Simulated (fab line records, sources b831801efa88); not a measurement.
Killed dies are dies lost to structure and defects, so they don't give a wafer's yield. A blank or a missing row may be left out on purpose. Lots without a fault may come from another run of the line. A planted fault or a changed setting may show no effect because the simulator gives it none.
fab line records | flow sky130
record lots=6 wafers=17 last_day=50
route steps=708 shown CAP2M@612 METAL4@621 PAD_OPEN@708
lots that met no fault: from a run of the same line without faults
start_h: hours from the record's first day to the start of the lot's first wafer shown | wait_h: hours since the lot's step before | " the same as in the row above | L1.1+2: a row that stands for several wafers | - no value, or no start given | * or withheld: withheld | < > ~ a bound
route shown NAME@n: a module of which the file shows steps, and the number in the route of the first | usual: mean/standard deviation of fault-free wafers | same: alike in all rows | chamber/n: place in a boat | sites: the reading at each site | _std_site: their standard deviation | _edge_site: outer sites' mean less inner sites' | radius_mm: how far each site lies from the wafer's centre | mask NAME#n: copy n | behind: the tool/chamber that last shaped the wafer | hold: why the lot was held/for how many hours/how that ended | device: the transistor (n, p or np) that didn't switch | end of line: the same wafers' tests at the end of the route | a step without rows: its recipe alone | killed: dies lost to structure and defects at the first sort, not the wafer's yield | map: a wafer's dies, x killed, . not, _ none there
set.NAME: the setting as run; set.NAME@STEP: as run at that earlier step | model.NAME: the simulator's own value behind a step, which no gauge read
lots at some steps of the route; a table a step, a row a wafer
services: from which hour (start_h, from the record's first day; less than 0 if before it) a tool's chamber was out of use, for how many hours, and why
## steps
# step SKY_CAP2M_EXPOSE_09
# recipe mask_id=CAP2M na=0.6 source_shape=conventional sigma_outer=0.6 polarization=unpolarized target_cd_nm=1000 dose_mj=159
# step SKY_CAP2M_PEB_10
# recipe temp_c=withheld time_s=* resist=NOVOLAK
# step SKY_CAP2M_DEVELOP_11
# recipe resist=NOVOLAK developer=TMAH develop_time_s=60 dev_temp_c=23
# step SKY_CAP2M_OVL_MEAS_12
# usual CAP2M_OVL=0.7/1.2
# columns lot.wafer tool chamber start_h wait_h CAP2M_OVL[nm]
L161.1 overlay-02 - 936.43 0.1 0.9
L161.3 " - " " 1.9
L161.5 " - " " 2.7
L167.2 overlay-01 - 987.19 0.1 0.5
L167.4 " - " " -1.4
L167.5 " - " " -0.7
L169.2 overlay-01 - 1006.94 0.1 0.9
L169.3 " - " " 2.5
L169.5 " - " " 2.7
L171.1 overlay-02 - 1014.29 0.1 -1.1
L171.2 " - " " -0.8
L171.3 " - " " -1.9
L179.1 overlay-01 - 1092.28 0.1 0.3
L179.6 " - " " 2.2
L182.2 overlay-01 - 1103.54 0.1 0.4
L182.5 " - " " 0.2
L182.6 " - " " 0.6
# step SKY_CAP2M_METAL_ETCH_13
# recipe target_depth_nm=220 stop_on=SiO2 chemistry=Cl2/BCl3 target=TiN pressure_mtorr=10 icp_w=900 bias_w=48.5 Cl2_flow_sccm=60 bcl3_flow_sccm=30 time_s=62.9
# usual drypump_motor_current_A=5.69/0.27 oes_product_au=0.940/0.0079 throttle_valve_pct=21.903/0.0098
# columns lot.wafer tool chamber start_h wait_h drypump_motor_current_A oes_product_au rf_hours_counter_h throttle_valve_pct
L161.1 rie_metal-01 0 936.47 0.0 5.72 0.942 7 21.911
L161.3 " 0 " " 5.74 0.957 - 21.889
L161.5 " 1 " " 5.53 0.935 - 21.908
L167.2 rie_metal-02 0 987.22 0.0 5.36 0.939 4 21.895
L167.4 " 1 " " 6.12 0.945 - 21.910
L167.5 " 0 " " 5.36 0.949 - 21.890
L169.2 rie_metal-02 0 1006.97 0.0 5.35 0.952 5 21.902
L169.3 " 1 " " 6.13 0.951 - 21.896
L169.5 " 0 " " 5.37 0.948 - 21.880
L171.1 rie_metal-01 1 1014.33 0.0 5.53 0.929 15 21.912
L171.2 " 0 " " 5.73 0.937 10 21.909
L171.3 " 0 " " 5.72 0.943 - 21.907
L179.1 rie_metal-01 1 1092.32 0.0 5.53 0.944 19 21.918
L179.6 " 0 " " 5.71 0.934 - 21.905
L182.2 rie_metal-04 1 1103.57 0.0 5.68 0.955 13 21.891
L182.5 " 1 " " 5.68 0.951 - 21.892
L182.6 " 0 " " 5.66 0.956 - 21.924
# step SKY_CAP2M_STRIP_14
# recipe chemistry=O2/N2 power_w=1400 pressure_mtorr=1500 platen_temp_c=withheld o2_flow_sccm=3000 n2_flow_sccm=300 overash_fraction=0.5
# usual drypump_motor_current_A=5.66/0.29 n2_flow_sccm=300.0/0.8 oes_product_au=0.710/0.0047 strip_time_to_endpoint_s=12.65/0.046
# columns lot.wafer tool chamber start_h wait_h drypump_motor_current_A n2_flow_sccm oes_product_au rf_hours_counter_h strip_time_to_endpoint_s
L161.1 plasma_asher-03 1 936.55 0.1 5.57 300.6 0.708 80 12.69
L161.3 " 1 " " 5.53 299.8 0.700 - 12.64
L161.5 " 1 " " 5.56 299.6 0.711 - 12.62
L167.2 plasma_asher-04 1 987.30 0.1 5.69 298.9 0.716 56 12.60
L167.4 " 1 " " 5.71 299.1 0.708 - 12.64
L167.5 " 1 " " 5.69 300.0 0.706 - 12.56
L169.2 plasma_asher-02 0 1007.05 0.1 5.94 300.5 0.709 116 12.63
L169.3 " 0 " " 5.96 300.1 0.708 - 12.63
L169.5 " 0 " " 5.94 299.2 0.707 - 12.66
L171.1 plasma_asher-04 1 1014.41 0.1 5.71 299.6 0.713 59 12.63
L171.2 " 0 " " 5.78 300.2 0.706 59 12.65
L171.3 " 1 " " 5.72 299.0 0.707 - 12.59
L179.1 plasma_asher-03 0 1092.40 0.1 5.22 300.2 0.716 96 12.63
L179.6 " 1 " " 5.58 299.0 0.703 - 12.67
L182.2 plasma_asher-02 0 1103.65 0.1 5.95 299.7 0.712 4 12.59
L182.5 " 1 " " 6.09 299.7 0.716 - 12.61
L182.6 " 0 " " 5.97 300.5 0.708 - 12.70
# step SKY_CAP2M_STRIP_15
# recipe chemistry=post_etch_residue_remover time_s=1200 temp_c=72.5
# step SKY_CAP2M_CLEAN_16
# recipe chemistry=IPA time_s=180 temp_c=25
# step SKY_CAP2M_CLEAN_17
# recipe chemistry=O3/DIW dry=n2_spin
# step SKY_METAL4_DEHYDRATE_05
# recipe temp_c=200 time_s=60
# step SKY_METAL4_HMDS_06
# recipe prime_time_s=60 prime_temp_c=120
# step SKY_METAL4_COAT_07
# recipe resist=BARC temp_c=withheld time_s=withheld spin_rpm=3000 resist_thk_nm=60
# step SKY_METAL4_COAT_08
# recipe resist=KrF-thick spin_rpm=3000 resist_thk_nm=1140
# columns lot.wafer tool chamber start_h wait_h model.KrF-thick_of_METAL4_COAT_08.thk_nm
L161.1 litho_track-02 0 950 - 1142
L161.3+5 " 0 " " 1140
L167.2+5 litho_track-04 0 1000 - 1146
L167.4 " 0 " " 1140
L169.2 litho_track-04 0 1017 - 1142
L169.3 " 0 " " 1140
L169.5 " 0 " " 1139
L171.1+3 litho_track-03 0 1027 - 1137
L171.2 " 0 " " 1136
L179.1 litho_track-02 0 1102 - 1140
L179.6 " 0 " " 1167
L182.2 litho_track-02 0 1114 - 1136
L182.5 " 0 " " 1138
L182.6 " 0 " " 1166
# step SKY_METAL4_SOFTBAKE_09
# recipe temp_c=100 time_s=90 resist=KrF-thick
# step SKY_METAL4_EXPOSE_10
# recipe mask_id=MM4 na=0.68 source_shape=annular sigma_inner=0.4 sigma_outer=0.8 target_cd_nm=300 dose_mj=28
# step SKY_METAL4_PEB_11
# recipe peb_temp_c=withheld peb_time_s=withheld resist=KrF-thick
# step SKY_METAL4_DEVELOP_12
# recipe develop_time_s=60 resist=KrF-thick dev_temp_c=21
# step SKY_METAL4_CD_MEAS_13
# recipe target_cd_nm=300
# usual cd_nm=300.0/1.4
# columns lot.wafer tool chamber start_h wait_h cd_nm
L161.1 cd_sem-02 - 962.48 - 298.4
L161.3 " - " " 298.8
L161.5 " - " " 297.8
L167.2 cd_sem-02 - 1010.79 - 298.8
L167.4 " - " " 300.0
L167.5 " - " " 299.1
L169.2 cd_sem-01 - 1029.70 - 299.6
L169.3 " - " " 299.3
L169.5 " - " " 299.4
L171.1 cd_sem-02 - 1037.72 - 300.1
L171.2 " - " " 298.4
L171.3 " - " " 299.0
L179.1 cd_sem-02 - 1112.59 - 299.7
L179.6 " - " " 299.6
L182.2 cd_sem-01 - 1123.96 - 303.1
L182.5 " - " " 300.9
L182.6 " - " " 303.3
# step SKY_METAL4_OVL_MEAS_14
# usual METAL4_OVL=-1/5.1
# columns lot.wafer tool chamber start_h wait_h METAL4_OVL[nm]
L161.1 overlay-02 - 962.60 0.1 -1
L161.3 " - " " 6
L161.5 " - " " -1
L167.2 overlay-02 - 1010.90 0.1 5
L167.4 " - " " 3
L167.5 " - " " 6
L169.2 overlay-02 - 1029.81 0.1 1
L169.3 " - " " -1
L169.5 " - " " -3
L171.1 overlay-02 - 1037.84 0.1 -9
L171.2 " - " " -10
L171.3 " - " " -1
L179.1 overlay-01 - 1112.71 0.1 4
L179.6 " - " " 2
L182.2 overlay-01 - 1124.06 0.1 -1
L182.5 " - " " 14
L182.6 " - " " 1
# step SKY_METAL4_DESCUM_15
# recipe chemistry=O2 source_power_w=150 bias_power_w=0 pressure_mtorr=10 temp_c=40 time_s=8
# usual drypump_motor_current_A=6.0/0.47 oes_product_au=1.000/0.0098
# columns lot.wafer tool chamber start_h wait_h drypump_motor_current_A oes_product_au rf_hours_counter_h
L161.1 rie_metal-04 0 962.64 0.0 5.7 0.990 15
L161.3 " 1 " " 5.7 1.001 -
L161.5 " 1 " " 5.7 1.004 -
L167.2 rie_metal-03 1 1010.93 0.0 6.8 0.996 13
L167.4 " 1 " " 6.8 1.001 -
L167.5 " 0 " " 6.1 0.998 -
L169.2 rie_metal-03 1 1029.84 0.0 6.8 1.000 15
L169.3 " 1 " " 6.8 0.996 -
L169.5 " 0 " " 6.1 0.996 -
L171.1 rie_metal-03 1 1037.88 0.0 6.8 0.995 15
L171.2 " 0 " " 6.1 0.998 5
L171.3 " 1 " " 6.8 1.005 -
L179.1 rie_metal-03 0 1112.74 0.0 6.1 1.002 10
L179.6 " 1 " " 6.8 1.001 -
L182.2 rie_metal-02 0 1124.09 0.0 5.4 0.998 13
L182.5 " 0 " " 5.4 1.015 -
L182.6 " 1 " " 6.1 1.001 -
# step SKY_METAL4_ETCH_16
# recipe chemistry=N2/H2 target=BARC ion_energy_ev=200 bias_w=100 pressure_mtorr=30 n2_flow_sccm=100 h2_flow_sccm=200 icp_w=500 stop_on=SiO2 time_s=88.2 target_depth_a=600
# usual drypump_motor_current_A=6.0/0.47 n2_flow_sccm=100.0/0.31 oes_product_au=0.626/0.0046 throttle_valve_pct=13.204/0.0086
# columns lot.wafer tool chamber start_h wait_h drypump_motor_current_A n2_flow_sccm oes_product_au rf_hours_counter_h throttle_valve_pct
L161.1 rie_metal-04 0 962.67 0.0 5.7 100.1 0.635 15 13.205
L161.3 " 1 " " 5.7 100.1 0.631 - 13.214
L161.5 " 1 " " 5.7 100.7 0.621 - 13.204
L167.2 rie_metal-03 1 1010.96 0.0 6.8 99.2 0.613 13 13.218
L167.4 " 1 " " 6.8 99.9 0.621 - 13.210
L167.5 " 0 " " 6.1 100.2 0.624 - 13.191
L169.2 rie_metal-03 1 1029.87 0.0 6.8 100.3 0.623 15 13.199
L169.3 " 1 " " 6.8 100.2 0.621 - 13.208
L169.5 " 0 " " 6.1 99.7 0.628 - 13.199
L171.1 rie_metal-03 1 1037.91 0.0 6.8 100.1 0.620 15 13.216
L171.2 " 0 " " 6.1 100.1 0.628 5 13.200
L171.3 " 1 " " 6.8 100.2 0.626 - 13.185
L179.1 rie_metal-03 0 1112.77 0.0 6.1 100.0 0.621 10 13.199
L179.6 " 1 " " 6.8 100.0 0.625 - 13.211
L182.2 rie_metal-02 0 1124.12 0.0 5.3 100.4 0.624 13 13.203
L182.5 " 0 " " 5.3 100.2 0.629 - 13.197
L182.6 " 1 " " 6.1 99.9 0.622 - 13.208
# step SKY_METAL4_ETCH_17
# recipe target=SiO2 stop_on=TiN chemistry=C4F8/O2/Ar source_w=1500 bias_w=1200 pressure_mtorr=40 c4f8_flow_sccm=withheld O2_flow_sccm=6 Ar_flow_sccm=300 time_s=3.9 target_depth_a=150
# usual oes_product_au=0.754/0.0072
# columns lot.wafer tool chamber start_h wait_h oes_product_au rf_hours_counter_h
L161.1 rie_diel-02 0 962.77 0.1 0.761 6
L161.3 " 3 " " 0.762 18
L161.5 " 2 " " 0.763 -
L167.2 rie_diel-01 2 1011.06 0.1 0.747 21
L167.4 " 3 " " 0.758 -
L167.5 " 3 " " 0.749 -
L169.2 rie_diel-02 1 1029.97 0.1 0.752 16
L169.3 " 0 " " 0.753 8
L169.5 " 1 " " 0.765 -
L171.1 rie_diel-02 2 1038.01 0.1 0.746 17
L171.2 " 1 " " 0.751 16
L171.3 " 3 " " 0.747 21
L179.1 rie_diel-01 1 1112.87 0.1 0.750 3
L179.6 " 0 " " 0.755 -
L182.2 rie_diel-03 3 1124.22 0.1 0.749 10
L182.5 " 3 " " 0.753 -
L182.6 " 2 " " 0.756 -
# step SKY_METAL4_METAL_ETCH_18
# recipe target_depth_a=8450 stop_on=SiO2 over_etch_frac=0.3 time_s=183.1 chemistry=Cl2/BCl3 resist_sidewall_deg=88 pressure_mtorr=10 icp_w=900 bias_w=48.5 Cl2_flow_sccm=60 bcl3_flow_sccm=30
# usual drypump_motor_current_A=6.0/0.47 oes_product_au=0.868/0.0057 throttle_valve_pct=22.265/0.0092
# columns lot.wafer tool chamber start_h wait_h drypump_motor_current_A oes_product_au rf_hours_counter_h throttle_valve_pct model.KrF-thick_of_METAL4_COAT_08.thk_nm
L161.1 rie_metal-03 1 962.79 0.0 6.8 0.868 10 22.274 536.4
L161.3 " 1 " " 6.8 0.876 - 22.270 532.3
L161.5 " 0 " " 6.1 0.873 - 22.262 532.2
L167.2 rie_metal-04 1 1011.09 0.0 5.7 0.874 6 22.257 528.4
L167.4 " 0 " " 5.6 0.883 - 22.265 535.1
L167.5 " 1 " " 5.7 0.872 - 22.271 524
L169.2 rie_metal-02 0 1029.99 0.0 5.4 0.857 6 22.244 531
L169.3 " 1 " " 6.1 0.866 - 22.270 526.4
L169.5 " 0 " " 5.4 0.865 - 22.264 528.8
L171.1 rie_metal-02 0 1038.03 0.0 5.4 0.860 7 22.264 527.1
L171.2 " 1 " " 6.1 0.867 15 22.261 522.5
L171.3 " 1 " " 6.1 0.861 - 22.276 522.4
L179.1 rie_metal-02 0 1112.89 0.0 5.4 0.863 12 22.267 516.7
L179.6 " 1 " " 6.1 0.856 - 22.263 544
L182.2 rie_metal-04 1 1124.24 0.0 5.7 0.869 14 22.274 508.6
L182.5 " 0 " " 5.7 0.867 - 22.277 532.1
L182.6 " 1 " " 5.7 0.867 - 22.264 537.1
# step SKY_METAL4_STRIP_19
# recipe chemistry=O2/N2 power_w=1400 pressure_mtorr=1500 platen_temp_c=withheld o2_flow_sccm=3000 n2_flow_sccm=300 overash_fraction=0.5
# step SKY_PAD_OPEN_PROBE_99
# usual defect_limited_yield=82.5/1.9 killed_at_M0_to_M3=44/7.3 killed_at_M4_up=3.2/1.8 killed_at_contacts=24/5.4 killed_at_front_end=16/4.4 killed_at_other=0.3/0.48 killed_dies=86/9.5 killed_open=47/7.7 killed_short=39/6.4 sort_bin_3_pad_short=0.9/0.41 sort_bin_5_function=10.4/1.5 sort_bin_6_memory=6.2/1.1 sort_n_pass=406/9.5 sort_yield_pct=82.5/1.9
# same gross_dies=492 killed_at_back_side=0 sort_bin_4_leakage[%]=0 sort_bin_8_speed[%]=0
# columns lot.wafer tool chamber start_h wait_h defect_limited_yield[%] killed_at_M0_to_M3 killed_at_M4_up killed_at_contacts killed_at_front_end killed_at_other killed_dies killed_open killed_short sort_bin_3_pad_short[%] sort_bin_5_function[%] sort_bin_6_memory[%] sort_n_pass sort_yield_pct[%]
L169.2 prober-02 - 1119.36 0.1 83.5 43 3 24 11 0 81 39 42 1.2 10.2 5.1 411 83.5
L169.3 prober-02 - 1119.41 0.2 81.9 43 5 29 12 0 89 40 49 0.8 11.4 5.9 403 81.9
L169.5 prober-02 - 1119.51 0.2 80.9 42 6 24 22 0 94 51 43 0.8 11.0 7.3 398 80.9
L171.1 prober-02 - 1126.78 0.1 80.9 43 2 31 18 0 94 58 36 1.2 12.0 5.9 398 80.9
L171.2 prober-02 - 1126.83 0.1 80.7 55 3 18 18 1 95 55 40 1.0 12.2 6.1 397 80.7
L171.3 prober-02 - 1126.88 0.2 79.9 50 3 34 11 1 99 59 40 0.8 11.4 7.9 393 79.9
# killed by level:class
L169.2 VIA1:geometric_particle:open=9 VIA2:geometric_particle:open=7 METAL1:geometric_particle:short=6 VIA2:geometric_particle:short=6 LI_CONTACT:geometric_particle:open=5 CONTACT:geometric_particle:short=5 CONTACT:geometric_particle:open=5 FIELD_ISO:geometric_particle:short=4
L169.3 CONTACT:geometric_particle:short=10 METAL1:geometric_particle:short=10 CONTACT:geometric_particle:open=8 VIA1:geometric_particle:open=7 POLY_GATE:geometric_particle:open=6 LOCAL_INTERCONNECT:geometric_particle:short=6 METAL2:geometric_particle:short=6 VIA1:geometric_particle:short=5
L169.5 CONTACT:geometric_particle:open=11 VIA1:geometric_particle:open=8 VIA2:geometric_particle:open=7 METAL2:geometric_particle:short=6 VIA3:geometric_particle:open=6 FIELD_ISO:geometric_particle:short=5 POLY_GATE:geometric_particle:open=5 LI_CONTACT:geometric_particle:open=5
L171.1 VIA2:geometric_particle:open=11 CONTACT:geometric_particle:open=10 VIA1:geometric_particle:open=10 LI_CONTACT:geometric_particle:open=8 CONTACT:geometric_particle:short=6 SPACER:geometric_particle:open=5 VIA3:geometric_particle:open=5 FIELD_ISO:geometric_particle:open=4
L171.2 VIA1:geometric_particle:open=15 VIA3:geometric_particle:open=12 VIA2:geometric_particle:open=7 FIELD_ISO:geometric_particle:short=5 POLY_GATE:geometric_particle:open=5 VIA1:geometric_particle:short=5 LOCAL_INTERCONNECT:geometric_particle:short=5 CONTACT:geometric_particle:open=5
L171.3 CONTACT:geometric_particle:open=16 VIA1:geometric_particle:open=13 VIA2:geometric_particle:open=11 VIA1:geometric_particle:short=7 CONTACT:geometric_particle:short=6 LI_CONTACT:geometric_particle:open=6 LOCAL_INTERCONNECT:geometric_particle:short=5 VIA2:geometric_particle:short=5
## services
# columns tool chamber start_h hours kind
rie_metal-01 - 913.88 0.4 repair
rie_diel-03 1 930.45 2.5 repair
rie_metal-04 - 946.55 0.8 repair
plasma_asher-04 - 947.46 2.5 repair
rie_metal-01 - 959.83 14.6 pm
plasma_asher-02 - 975.35 14.6 pm
rie_metal-01 1 976.82 3.3 repair
plasma_asher-02 - 1000.55 2.4 repair
rie_diel-01 1 1005.26 24.7 repair
rie_diel-02 2 1006.47 5.0 repair
rie_metal-03 0 1012.86 16.2 repair
plasma_asher-04 - 1020.83 0.8 repair
rie_diel-01 3 1029.71 4.7 repair
rie_diel-02 1 1039.14 9.0 repair
plasma_asher-02 - 1055.25 9.0 pm
plasma_asher-02 0 1055.25 9.0 vent_cycle
plasma_asher-02 1 1055.25 9.0 vent_cycle
rie_diel-02 1 1065.98 9.5 repair
rie_diel-02 3 1082.83 8.9 repair
rie_diel-02 1 1083.22 3.3 repair
rie_diel-01 - 1086.42 0.2 repair
plasma_asher-02 - 1093.15 3.5 repair
rie_metal-01 - 1101.93 2.8 pm
rie_metal-03 - 1103.27 0.6 repair
## key
first_sign none at tools or gauges
model_effect step=SKY_METAL4_COAT_08 value=KrF-thick_of_METAL4_COAT_08.thk_nm without=1139 struck=1166
model_effect step=SKY_METAL4_METAL_ETCH_18 value=KrF-thick_of_METAL4_COAT_08.thk_nm without=513.6 struck=540.5
met_at SKY_METAL4_COAT_08
struck_wafers L179.6,L182.6
onset_between 950 1102
fault kind=process_parameter_drift tool=litho_track-02 chamber=- onset_h=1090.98 steps=SKY_METAL4_COAT_08 channel=resist_thk_nm offset=27.005 shape=step end_h=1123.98 scope=struck_wafers_only acts_in=these_recipes_only stated=1140
